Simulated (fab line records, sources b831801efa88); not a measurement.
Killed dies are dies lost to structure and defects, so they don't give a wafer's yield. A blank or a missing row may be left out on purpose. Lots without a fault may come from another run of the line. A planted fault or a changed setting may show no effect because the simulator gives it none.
Which tool did it? | flow gf180mcu | 11 lots, 33 wafers sampled, at 6 steps of a route of 602

WHAT THE GAUGES READ, wafer by wafer
GF_V1_THK_MEAS_03. Usual: V1_CVD_02_THK 845 nm, standard deviation 11.
lot  | measured     | on            | V1_CVD_02_THK (nm) | flag
L397 | day 16 21:16 | film_metro-01 | 837 831 845        |
L398 | day 17 14:59 | film_metro-01 | 850 860 856        |
L399 | day 17 19:24 | film_metro-02 | 834 835 845        |
L400 | day 18 15:19 | film_metro-03 | 937 950 940        | OFF
L401 | day 18 20:01 | film_metro-03 | 945 933 962        | OFF
L402 | day 19 19:34 | film_metro-03 | 835 837 850        |
L410 | day 21 22:03 | film_metro-03 | 853 848 864        |
L411 | day 22 05:33 | film_metro-02 | 832 827 849        |
L412 | day 22 15:05 | film_metro-03 | 816 829 843        |
L413 | day 23 00:35 | film_metro-01 | 840 855 844        |
L415 | day 23 11:41 | film_metro-01 | 830 850 853        |

GF_V1_BOW_MEAS_05. Usual: V1_BOW 81 um, standard deviation 7.
lot  | measured     | on            | V1_BOW (um) | flag
L397 | day 16 21:38 | film_metro-02 | 78 83 69    |
L398 | day 17 18:58 | film_metro-03 | 82 77 77    |
L399 | day 17 19:46 | film_metro-03 | 92 77 81    |
L400 | day 18 15:49 | film_metro-02 | 78 82 78    |
L401 | day 18 20:23 | film_metro-03 | 94 77 85    |
L402 | day 19 19:59 | film_metro-01 | 87 77 77    |
L410 | day 21 22:38 | film_metro-01 | 82 77 77    |
L411 | day 22 05:55 | film_metro-01 | 84 88 78    |
L412 | day 22 15:26 | film_metro-01 | 84 75 89    |
L413 | day 23 00:57 | film_metro-03 | 81 93 75    |
L415 | day 23 12:03 | film_metro-02 | 81 92 86    |

WHICH TOOL RAN EACH LOT (tool, then ch and the chambers of the sampled wafers, then the start)
lot  | GF_M1_SPUTTER_03             | GF_M1_METAL_ETCH_16               | GF_V1_CVD_02                    | GF_V1_CMP_04
L397 | pvd_sputter-01, day 15 22:30 | rie_metal-04 ch 0,1, day 16 20:25 | pecvd-02 ch 0,1,2, day 16 21:11 | cmp-02 ch 1,2,3, day 16 21:19
L398 | pvd_sputter-04, day 16 14:16 | rie_metal-02 ch 0,1, day 17 14:02 | pecvd-03 ch 0,2, day 17 14:55   | cmp-01 ch 2,3, day 17 18:40
L399 | pvd_sputter-01, day 16 19:30 | rie_metal-02 ch 0,1, day 17 18:28 | pecvd-03 ch 0,2, day 17 19:20   | cmp-02 ch 0,3, day 17 19:28
L400 | pvd_sputter-02, day 17 16:26 | rie_metal-04 ch 0,1, day 18 14:04 | pecvd-03 ch 0,1,2, day 18 15:14 | cmp-01 ch 0,1,3, day 18 15:31
L401 | pvd_sputter-01, day 17 19:44 | rie_metal-03 ch 0,1, day 18 19:05 | pecvd-03 ch 0,2, day 18 19:56   | cmp-02 ch 0,1,2, day 18 20:04
L402 | pvd_sputter-02, day 18 18:46 | rie_metal-03 ch 0,1, day 19 18:43 | pecvd-04 ch 0,2, day 19 19:29   | cmp-02 ch 1,2,3, day 19 19:47
L410 | pvd_sputter-04, day 20 21:32 | rie_metal-02 ch 0,1, day 21 21:13 | pecvd-03 ch 0,2, day 21 21:59   | cmp-01 ch 1,2,3, day 21 22:20
L411 | pvd_sputter-04, day 21 05:02 | rie_metal-04 ch 0,1, day 22 04:41 | pecvd-03 ch 0,1, day 22 05:28   | cmp-02 ch 1,3, day 22 05:39
L412 | pvd_sputter-01, day 21 15:07 | rie_metal-03 ch 0, day 22 14:05   | pecvd-04 ch 0,1,2, day 22 15:01 | cmp-01 ch 1,2,3, day 22 15:08
L413 | pvd_sputter-01, day 22 00:14 | rie_metal-02 ch 0,1, day 22 23:43 | pecvd-03 ch 0,1, day 23 00:31   | cmp-02 ch 0,1,2, day 23 00:45
L415 | pvd_sputter-01, day 22 12:12 | rie_metal-04 ch 0, day 23 10:44   | pecvd-02 ch 0,1, day 23 11:36   | cmp-02 ch 0,1, day 23 11:47
- GF_M1_SPUTTER_03: material Ti, target thk 10 nm, time 6.7 s.
- GF_M1_METAL_ETCH_16: etches the open film in Cl2/BCl3, stops on SiO2, target depth 627.5 nm, time 104.6 s.
- GF_V1_CVD_02: deposits SiO2 from TEOS, target thk 850 nm, time 94.851 s.
- GF_V1_CMP_04: polishes SiO2.

WHAT THE TOOLS THEMSELVES READ (means of the sampled wafers that have a number; where no wafer has one, the mark that the record gives instead)
GF_M1_SPUTTER_03. Usual: cathode_dc_power_W 2999.9 W, standard deviation 0.56; substrate_temp_c 300.01 C, standard deviation 0.2; throttle_valve_pct 29.9 %, standard deviation 0.79.
lot  | tool           | cathode_dc_power_W (W) | substrate_temp_c (C) | throttle_valve_pct (%) | flag
L397 | pvd_sputter-01 | 2999.9                 | 299.77               | 30.1                   |
L398 | pvd_sputter-04 | 3000.1                 | 300.04               | 30.3                   |
L399 | pvd_sputter-01 | 3000.0                 | 300.09               | 30.1                   |
L400 | pvd_sputter-02 | 3000.0                 | 300.06               | 30.0                   |
L401 | pvd_sputter-01 | 3000.6                 | 300.04               | 30.0                   |
L402 | pvd_sputter-02 | 2999.5                 | 299.93               | 29.4                   |
L410 | pvd_sputter-04 | 2999.5                 | 300.03               | 30.0                   |
L411 | pvd_sputter-04 | 2999.8                 | 300.05               | 30.5                   |
L412 | pvd_sputter-01 | 2999.8                 | 299.97               | 29.9                   |
L413 | pvd_sputter-01 | 2999.7                 | 299.99               | 29.0                   |
L415 | pvd_sputter-01 | 3000.1                 | 299.94               | 30.0                   |

GF_M1_METAL_ETCH_16. Usual: bcl3_flow_sccm 39.99 sccm, standard deviation 0.13; drypump_motor_current_A 6.1 A, standard deviation 0.34; oes_product_au 0.971 a.u., standard deviation 0.0066; throttle_valve_pct 28.251 %, standard deviation 0.0094.
lot  | tool         | bcl3_flow_sccm (sccm) | drypump_motor_current_A (A) | oes_product_au (a.u.) | throttle_valve_pct (%) | flag
L397 | rie_metal-04 | 39.94                 | 5.7                         | 0.970                 | 28.247                 |
L398 | rie_metal-02 | 39.96                 | 6.3                         | 0.973                 | 28.243                 |
L399 | rie_metal-02 | 40.02                 | 6.2                         | 0.974                 | 28.243                 |
L400 | rie_metal-04 | 40.10                 | 5.7                         | 0.971                 | 28.252                 |
L401 | rie_metal-03 | 39.99                 | 6.1                         | 0.973                 | 28.258                 |
L402 | rie_metal-03 | 40.03                 | 5.8                         | 0.960                 | 28.261                 |
L410 | rie_metal-02 | 40.02                 | 6.2                         | 0.977                 | 28.253                 |
L411 | rie_metal-04 | 40.00                 | 6.0                         | 0.969                 | 28.252                 |
L412 | rie_metal-03 | 40.06                 | 6.4                         | 0.974                 | 28.262                 |
L413 | rie_metal-02 | 40.06                 | 6.2                         | 0.965                 | 28.253                 |
L415 | rie_metal-04 | 39.89                 | 6.3                         | 0.969                 | 28.244                 |

GF_V1_CVD_02. Usual: heater_power_outer_w 381 W, standard deviation 71; heater_power_w 672 W, standard deviation 110; rf_fwd_power_W 596.7 W, standard deviation 1.9.
lot  | tool     | heater_power_outer_w (W) | heater_power_w (W) | rf_fwd_power_W (W) | flag
L397 | pecvd-02 | 359                      | 670                | 596.6              |
L398 | pecvd-03 | 321                      | 602                | 597.6              |
L399 | pecvd-03 | 395                      | 677                | 597.2              |
L400 | pecvd-03 | 330                      | 601                | 836.6              | OFF
L401 | pecvd-03 | 299                      | 567                | 835.3              | OFF
L402 | pecvd-04 | 366                      | 646                | 594.0              |
L410 | pecvd-03 | 369                      | 666                | 596.9              |
L411 | pecvd-03 | 428                      | 717                | 596.7              |
L412 | pecvd-04 | 383                      | 666                | 596.8              |
L413 | pecvd-03 | 369                      | 646                | 597.6              |
L415 | pecvd-02 | 364                      | 688                | 594.9              |

GF_V1_CMP_04. Usual: motor_current_A 11.8 A, standard deviation 1.2; time_to_endpoint_s 79 s, standard deviation 5.4.
lot  | tool   | motor_current_A (A) | time_to_endpoint_s (s) | flag
L397 | cmp-02 | 11.6                | 76                     |
L398 | cmp-01 | 12.3                | 81                     |
L399 | cmp-02 | 13.3                | 76                     |
L400 | cmp-01 | 10.2                | 120                    | OFF
L401 | cmp-02 | 11.9                | 117                    | OFF
L402 | cmp-02 | 11.3                | 78                     |
L410 | cmp-01 | 11.3                | 85                     |
L411 | cmp-02 | 11.8                | 77                     |
L412 | cmp-01 | 11.3                | 73                     |
L413 | cmp-02 | 11.7                | 79                     |
L415 | cmp-02 | 12.5                | 79                     |

THE ANSWER, worked out from the rows above alone
Rule: a lot is off if the mean of its wafers that have a number lies more than 3 standard deviations from the usual mean. A lot without any number at a reading at which 4 lots or more have one is off too. The other lots that the step has rows for count as sound. The gauges are gone through in route order, then the tools' own readings, and for those a lot's mean is taken as printed above. The first step at which some lot is off is used, and at that step the reading that is off furthest; a lot without a number counts as furthest.
Off: L400, L401, at GF_V1_THK_MEAS_03 (V1_CVD_02_THK).
A tool fits if, at a process step before that reading, it ran every lot that is off, and no sound lot after the first of them. The gauges at GF_V1_THK_MEAS_03 aren't tried: what is off there is off at GF_V1_CVD_02 too, on other tools, and a gauge's error can't cause that. None of those tried fits.

WHAT THE SIMULATOR HAD PUT IN
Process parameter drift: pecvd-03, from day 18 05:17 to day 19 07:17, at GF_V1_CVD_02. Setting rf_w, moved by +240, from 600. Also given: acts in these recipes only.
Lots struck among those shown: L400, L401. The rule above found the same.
